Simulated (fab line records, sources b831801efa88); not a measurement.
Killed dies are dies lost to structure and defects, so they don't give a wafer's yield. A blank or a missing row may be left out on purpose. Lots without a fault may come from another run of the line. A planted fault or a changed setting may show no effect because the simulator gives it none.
A struck lot beside a sound one | flow gf180mcu | 17 steps out of a route of 602
Sound: wafers L229.2, L229.3, L229.5. Struck: wafers L238.1, L238.4, L238.6. The cause comes at the end.
At each step with rows: each side's tool, then ch and its chambers, then its first start. Under that, the readings that differ: sound wafers | struck wafers | difference of the means | sigmas: that difference in standard deviations of wafers without a fault.
alike: readings whose means differ by less than 2 such deviations, and words and numbers that are the same on both sides. not compared: withheld readings, readings that some wafer has no value for, bounds like >300 that may hide the same value, and numbers for which the record gives no deviation and whose values overlap.
The two part at a step that has a row with sigmas, a row that says differs or no value, or rows on one side only. Numbers that don't overlap but have no deviation are shown without sigmas and don't part them. A reading that every wafer of one side lacks parts them only if that side has two wafers or more.

first, 4 steps without rows for these wafers: GF_VT_IMPLANT_SOFTBAKE_03 (time 60 s); GF_VT_IMPLANT_EXPOSE_04 (exposes mask LVPWELL LV AREA, target cd 600 nm); GF_VT_IMPLANT_PEB_05; GF_VT_IMPLANT_DEVELOP_06 (develop time 60 s).
GF_VT_IMPLANT_OVL_MEAS_07:
  sound on overlay-02, day 7 15:13; struck on overlay-01, day 9 23:19
  alike: VT_IMPLANT_OVL
then, 1 step without rows for these wafers: GF_VT_IMPLANT_IMPLANT_08.
GF_VT_IMPLANT_STRIP_09: strips in O2/N2.
  sound on plasma_asher-01 ch 0,1, day 7 15:24; struck on plasma_asher-01 ch 0,1, day 9 23:30
  alike: drypump_motor_current_A, heater_power_w, oes_product_au, strip_time_to_endpoint_s
  not compared: rf_hours_counter_h
GF_VT_IMPLANT_TW_MEAS_10:
  sound on film_metro-03, day 7 15:31; struck on film_metro-04, day 9 23:36
  alike: VT_IMPLANT_TW
then, 4 steps without rows for these wafers: GF_VT_IMPLANT_DEHYDRATE_11 (time 60 s); GF_VT_IMPLANT_HMDS_12 (prime time 60 s); GF_VT_IMPLANT_COAT_13 (resist thk 1000 nm); GF_VT_IMPLANT_SOFTBAKE_14 (time 60 s).
GF_VT_IMPLANT_EXPOSE_15: exposes mask Nwell LV AREA, target cd 860 nm.
  sound on iline_stepper-02 ch 0, day 7 23:22; struck on iline_stepper-02 ch 0, day 10 08:37
  reading                            | sound                   | struck            | difference | sigmas
  model.VT_IMPLANT.overlay_x_nm (nm) | -0.2034 -0.2034 -0.2034 | 304.5 304.5 304.5 | +304.7     |
  alike: mask, reticle_temp_C
then, 2 steps without rows for these wafers: GF_VT_IMPLANT_PEB_16; GF_VT_IMPLANT_DEVELOP_17 (develop time 60 s).
GF_VT_IMPLANT_OVL_MEAS_18:
  sound on overlay-02, day 8 07:10; struck on overlay-01, day 10 17:37
  reading                | sound         | struck            | difference | sigmas
  VT_IMPLANT_01_OVL (nm) | -2.1 1.0 -0.8 | 302.6 302.4 302.9 | +303.3     | +99 or more
  not compared: hold
GF_PASSIVATION_PROBE_99:
  the record has rows for the sound wafers here (prober-01, day 31 15:54) and none for the struck ones

WHERE THEY PART
First at GF_VT_IMPLANT_OVL_MEAS_18; last, within this record, at GF_PASSIVATION_PROBE_99.

WHY: what the simulator had put in
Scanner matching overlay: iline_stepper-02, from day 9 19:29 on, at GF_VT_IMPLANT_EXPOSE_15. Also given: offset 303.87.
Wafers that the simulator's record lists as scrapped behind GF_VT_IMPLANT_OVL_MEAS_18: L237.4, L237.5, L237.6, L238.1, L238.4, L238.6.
